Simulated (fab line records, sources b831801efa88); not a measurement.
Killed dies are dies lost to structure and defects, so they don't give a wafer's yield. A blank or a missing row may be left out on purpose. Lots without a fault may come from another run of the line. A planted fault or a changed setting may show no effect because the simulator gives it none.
A struck lot beside a sound one | flow sky130 | 17 steps out of a route of 708
Sound: wafers L181.2, L181.3, L181.5. Struck: wafers L183.3, L183.5, L183.6. The cause comes at the end.
At each step with rows: each side's tool, then ch and its chambers, then its first start. Under that, the readings that differ: sound wafers | struck wafers | difference of the means | sigmas: that difference in standard deviations of wafers without a fault.
alike: readings whose means differ by less than 2 such deviations, and words and numbers that are the same on both sides. not compared: withheld readings, readings that some wafer has no value for, bounds like >300 that may hide the same value, and numbers for which the record gives no deviation and whose values overlap.
The two part at a step that has a row with sigmas, a row that says differs or no value, or rows on one side only. Numbers that don't overlap but have no deviation are shown without sigmas and don't part them. A reading that every wafer of one side lacks parts them only if that side has two wafers or more.

first, 3 steps without rows for these wafers: SKY_LDD_P_EXPOSE_04 (exposes mask PSDM, target cd 380 nm); SKY_LDD_P_PEB_05; SKY_LDD_P_DEVELOP_06 (develop time 60 s).
SKY_LDD_P_CD_MEAS_07: target cd 380 nm.
  sound on cd_sem-02, day 21 07:43; struck on cd_sem-01, day 22 05:19
  alike: cd_nm
SKY_LDD_P_OVL_MEAS_08:
  sound on overlay-01, day 21 07:50; struck on overlay-02, day 22 05:25
  alike: LDD_P_OVL
then, 1 step without rows for these wafers: SKY_LDD_P_IMPLANT_09.
SKY_LDD_P_STRIP_10: strips in O2/N2.
  sound on plasma_asher-03 ch 0,1, day 21 08:01; struck on plasma_asher-01 ch 0,1, day 22 05:37
  alike: drypump_motor_current_A, oes_product_au, strip_time_to_endpoint_s
  not compared: rf_hours_counter_h
SKY_LDD_P_TW_MEAS_11:
  sound on film_metro-02, day 21 08:07; struck on film_metro-04, day 22 05:43
  alike: LDD_P_TW
then, 4 steps without rows for these wafers: SKY_LDD_HVN_DEHYDRATE_00 (time 60 s); SKY_LDD_HVN_HMDS_01 (prime time 60 s); SKY_LDD_HVN_COAT_02 (resist thk 300 nm); SKY_LDD_HVN_SOFTBAKE_03 (time 60 s).
SKY_LDD_HVN_EXPOSE_04: exposes mask HVNTM, target cd 700 nm.
  sound on iline_stepper-02 ch 0, day 21 23:59; struck on iline_stepper-01 ch 0, day 22 21:57
  reading                         | sound                   | struck               | difference | sigmas
  model.LDD_HVN.overlay_x_nm (nm) | -0.4874 -0.4874 -0.4874 | -74.67 -74.67 -74.67 | -74.18     |
  alike: mask, stage_vel_mm_s
then, 2 steps without rows for these wafers: SKY_LDD_HVN_PEB_05; SKY_LDD_HVN_DEVELOP_06 (develop time 60 s).
SKY_LDD_HVN_OVL_MEAS_07:
  sound on overlay-02, day 22 15:46; struck on overlay-02, day 23 13:13
  reading          | sound          | struck            | difference | sigmas
  LDD_HVN_OVL (nm) | -2.8 -1.2 -0.9 | -75.2 -76.4 -74.0 | -73.6      | -57
  not compared: hold
SKY_PAD_OPEN_PROBE_99:
  the record has rows for the sound wafers here (prober-01, day 47 14:23) and none for the struck ones

WHERE THEY PART
First at SKY_LDD_HVN_OVL_MEAS_07; last, within this record, at SKY_PAD_OPEN_PROBE_99.

WHY: what the simulator had put in
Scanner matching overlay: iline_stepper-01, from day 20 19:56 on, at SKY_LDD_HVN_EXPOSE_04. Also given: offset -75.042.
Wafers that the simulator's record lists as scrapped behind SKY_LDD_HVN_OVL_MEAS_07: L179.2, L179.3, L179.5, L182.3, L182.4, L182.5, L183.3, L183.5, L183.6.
